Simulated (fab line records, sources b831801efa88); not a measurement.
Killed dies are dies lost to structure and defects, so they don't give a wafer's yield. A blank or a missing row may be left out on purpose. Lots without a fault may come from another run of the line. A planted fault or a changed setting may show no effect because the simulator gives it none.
Which tool did it? | flow sky130 | 10 lots, 30 wafers sampled, at 6 steps of a route of 708

WHAT THE GAUGES READ, wafer by wafer
SKY_CAPM_RS_MEAS_03: measures by four-point-probe. Usual: CAPM_TIN_RS 6.92 ohm/sq, standard deviation 0.073.
lot  | measured     | on            | CAPM_TIN_RS (ohm/sq) | flag
L326 | day 37 07:00 | film_metro-03 | 6.78 6.94 6.81       |
L330 | day 39 04:32 | film_metro-03 | 6.50 6.51 6.53       | OFF
L331 | day 39 07:12 | film_metro-04 | 6.52 6.49 6.50       | OFF
L341 | day 41 07:38 | film_metro-04 | 6.87 6.76 6.88       |
L342 | day 41 20:11 | film_metro-02 | 6.87 6.89 6.91       |
L343 | day 42 00:27 | film_metro-02 | 6.95 7.01 7.04       |
L344 | day 42 04:10 | film_metro-02 | 7.04 6.95 7.01       |
L345 | day 42 12:22 | film_metro-03 | 6.94 6.89 6.91       |
L346 | day 42 17:30 | film_metro-02 | 7.00 6.98 6.97       |
L347 | day 42 22:55 | film_metro-02 | 6.97 7.02 7.01       |

SKY_CAPM_THK_MEAS_04: measures by xrf. Usual: CAPM_TIN_THK 199.2 nm, standard deviation 2.3.
lot  | measured     | on            | CAPM_TIN_THK (nm) | flag
L326 | day 37 07:07 | film_metro-03 | 203.5 197.9 201.8 |
L330 | day 39 04:39 | film_metro-03 | 213.5 213.3 212.6 | OFF
L331 | day 39 07:19 | film_metro-04 | 208.6 211.2 209.5 | OFF
L341 | day 41 07:44 | film_metro-04 | 199.8 204.6 201.1 |
L342 | day 41 20:19 | film_metro-02 | 203.3 202.4 202.5 |
L343 | day 42 00:34 | film_metro-02 | 198.6 197.3 196.4 |
L344 | day 42 04:17 | film_metro-02 | 197.3 199.1 198.3 |
L345 | day 42 12:29 | film_metro-03 | 199.0 201.3 200.4 |
L346 | day 42 17:37 | film_metro-02 | 197.4 199.3 198.0 |
L347 | day 42 23:02 | film_metro-02 | 199.4 197.1 197.2 |

WHICH TOOL RAN EACH LOT (tool, then ch and the chambers of the sampled wafers, then the start)
lot  | SKY_METAL2_SPUTTER_01        | SKY_METAL3_SPUTTER_00        | SKY_METAL3_SPUTTER_04        | SKY_CAPM_SPUTTER_02
L326 | pvd_sputter-01, day 34 23:55 | pvd_sputter-02, day 37 06:38 | pvd_sputter-02, day 37 06:44 | pvd_sputter-01, day 37 06:52
L330 | pvd_sputter-01, day 36 22:33 | pvd_sputter-03, day 39 04:11 | pvd_sputter-03, day 39 04:17 | pvd_sputter-04, day 39 04:26
L331 | pvd_sputter-03, day 37 01:47 | pvd_sputter-02, day 39 06:51 | pvd_sputter-02, day 39 06:58 | pvd_sputter-04, day 39 07:05
L341 | pvd_sputter-01, day 39 03:30 | pvd_sputter-03, day 41 07:14 | pvd_sputter-03, day 41 07:20 | pvd_sputter-01, day 41 07:29
L342 | pvd_sputter-04, day 39 16:54 | pvd_sputter-01, day 41 19:51 | pvd_sputter-01, day 41 19:57 | pvd_sputter-02, day 41 20:05
L343 | pvd_sputter-03, day 39 20:31 | pvd_sputter-03, day 42 00:05 | pvd_sputter-03, day 42 00:11 | pvd_sputter-04, day 42 00:20
L344 | pvd_sputter-03, day 40 00:21 | pvd_sputter-03, day 42 03:48 | pvd_sputter-03, day 42 03:55 | pvd_sputter-02, day 42 04:02
L345 | pvd_sputter-03, day 40 08:35 | pvd_sputter-02, day 42 12:01 | pvd_sputter-02, day 42 12:07 | pvd_sputter-04, day 42 12:15
L346 | pvd_sputter-03, day 40 15:22 | pvd_sputter-02, day 42 17:08 | pvd_sputter-02, day 42 17:14 | pvd_sputter-04, day 42 17:22
L347 | pvd_sputter-01, day 40 20:29 | pvd_sputter-03, day 42 22:34 | pvd_sputter-03, day 42 22:41 | pvd_sputter-04, day 42 22:49
- SKY_METAL2_SPUTTER_01: material TiN, target thk 20 nm, time 16.7 s.
- SKY_METAL3_SPUTTER_00: material Ti, target thk 15 nm, time 10 s.
- SKY_METAL3_SPUTTER_04: material TiN, target thk 70 nm, time 58.3 s.
- SKY_CAPM_SPUTTER_02: material TiN, target thk 200 nm, time 166.7 s.

WHAT THE TOOLS THEMSELVES READ (means of the sampled wafers that have a number; where no wafer has one, the mark that the record gives instead)
SKY_METAL2_SPUTTER_01. Usual: cathode_dc_power_W 6500.1 W, standard deviation 1.1; throttle_valve_pct 30.0 %, standard deviation 1.2.
lot  | tool           | cathode_dc_power_W (W) | throttle_valve_pct (%) | flag
L326 | pvd_sputter-01 | 6500.3                 | 29.6                   |
L330 | pvd_sputter-01 | 6500.0                 | 30.6                   |
L331 | pvd_sputter-03 | 6499.9                 | 30.4                   |
L341 | pvd_sputter-01 | 6501.9                 | 29.6                   |
L342 | pvd_sputter-04 | 6499.8                 | 29.8                   |
L343 | pvd_sputter-03 | 6499.9                 | 29.9                   |
L344 | pvd_sputter-03 | 6500.3                 | 31.1                   |
L345 | pvd_sputter-03 | 6499.2                 | 30.6                   |
L346 | pvd_sputter-03 | 6499.3                 | 30.5                   |
L347 | pvd_sputter-01 | 6500.9                 | 30.6                   |

SKY_METAL3_SPUTTER_00. Usual: cathode_dc_power_W 3000.0 W, standard deviation 0.57; throttle_valve_pct 29.9 %, standard deviation 1.
lot  | tool           | cathode_dc_power_W (W) | throttle_valve_pct (%) | flag
L326 | pvd_sputter-02 | 2999.7                 | 29.6                   |
L330 | pvd_sputter-03 | 3000.1                 | 29.8                   |
L331 | pvd_sputter-02 | 2999.8                 | 29.3                   |
L341 | pvd_sputter-03 | 2999.9                 | 31.1                   |
L342 | pvd_sputter-01 | 3000.3                 | 30.5                   |
L343 | pvd_sputter-03 | 2999.4                 | 30.1                   |
L344 | pvd_sputter-03 | 3000.1                 | 29.7                   |
L345 | pvd_sputter-02 | 3000.0                 | 29.3                   |
L346 | pvd_sputter-02 | 2999.8                 | 29.3                   |
L347 | pvd_sputter-03 | 3000.9                 | 29.9                   |

SKY_METAL3_SPUTTER_04. Usual: cathode_dc_power_W 6500.0 W, standard deviation 1.2; throttle_valve_pct 29.9 %, standard deviation 0.99.
lot  | tool           | cathode_dc_power_W (W) | throttle_valve_pct (%) | flag
L326 | pvd_sputter-02 | 6500.9                 | 29.5                   |
L330 | pvd_sputter-03 | 6501.1                 | 29.8                   |
L331 | pvd_sputter-02 | 6500.5                 | 29.3                   |
L341 | pvd_sputter-03 | 6499.9                 | 31.1                   |
L342 | pvd_sputter-01 | 6499.9                 | 30.4                   |
L343 | pvd_sputter-03 | 6499.8                 | 29.9                   |
L344 | pvd_sputter-03 | 6500.3                 | 29.8                   |
L345 | pvd_sputter-02 | 6499.6                 | 29.5                   |
L346 | pvd_sputter-02 | 6499.2                 | 29.4                   |
L347 | pvd_sputter-03 | 6499.9                 | 29.8                   |

SKY_CAPM_SPUTTER_02. Usual: cathode_dc_power_W 6500.1 W, standard deviation 1.3; substrate_temp_c 300.00 C, standard deviation 0.2; throttle_valve_pct 29.9 %, standard deviation 0.87.
lot  | tool           | cathode_dc_power_W (W) | substrate_temp_c (C) | throttle_valve_pct (%) | flag
L326 | pvd_sputter-01 | 6498.9                 | 300.16               | 30.9                   |
L330 | pvd_sputter-04 | 6499.6                 | 299.90               | 30.5                   |
L331 | pvd_sputter-04 | 6499.2                 | 299.78               | 30.3                   |
L341 | pvd_sputter-01 | 6500.2                 | 300.06               | 30.4                   |
L342 | pvd_sputter-02 | 6500.7                 | 299.93               | 29.7                   |
L343 | pvd_sputter-04 | 6500.2                 | 299.96               | 30.1                   |
L344 | pvd_sputter-02 | 6499.6                 | 299.90               | 29.2                   |
L345 | pvd_sputter-04 | 6501.0                 | 299.74               | 29.6                   |
L346 | pvd_sputter-04 | 6500.2                 | 300.03               | 29.7                   |
L347 | pvd_sputter-04 | 6500.3                 | 299.96               | 29.9                   |

THE ANSWER, worked out from the rows above alone
Rule: a lot is off if the mean of its wafers that have a number lies more than 3 standard deviations from the usual mean. A lot without any number at a reading at which 4 lots or more have one is off too. The other lots that the step has rows for count as sound. The gauges are gone through in route order, then the tools' own readings, and for those a lot's mean is taken as printed above. The first step at which some lot is off is used, and at that step the reading that is off furthest; a lot without a number counts as furthest.
Off: L330, L331, at SKY_CAPM_RS_MEAS_03 (CAPM_TIN_RS).
A tool fits if, at a process step before that reading, it ran every lot that is off, and no sound lot after the first of them. The gauges at SKY_CAPM_RS_MEAS_03 are tried like those tools. None of those tried fits.

WHAT THE SIMULATOR HAD PUT IN
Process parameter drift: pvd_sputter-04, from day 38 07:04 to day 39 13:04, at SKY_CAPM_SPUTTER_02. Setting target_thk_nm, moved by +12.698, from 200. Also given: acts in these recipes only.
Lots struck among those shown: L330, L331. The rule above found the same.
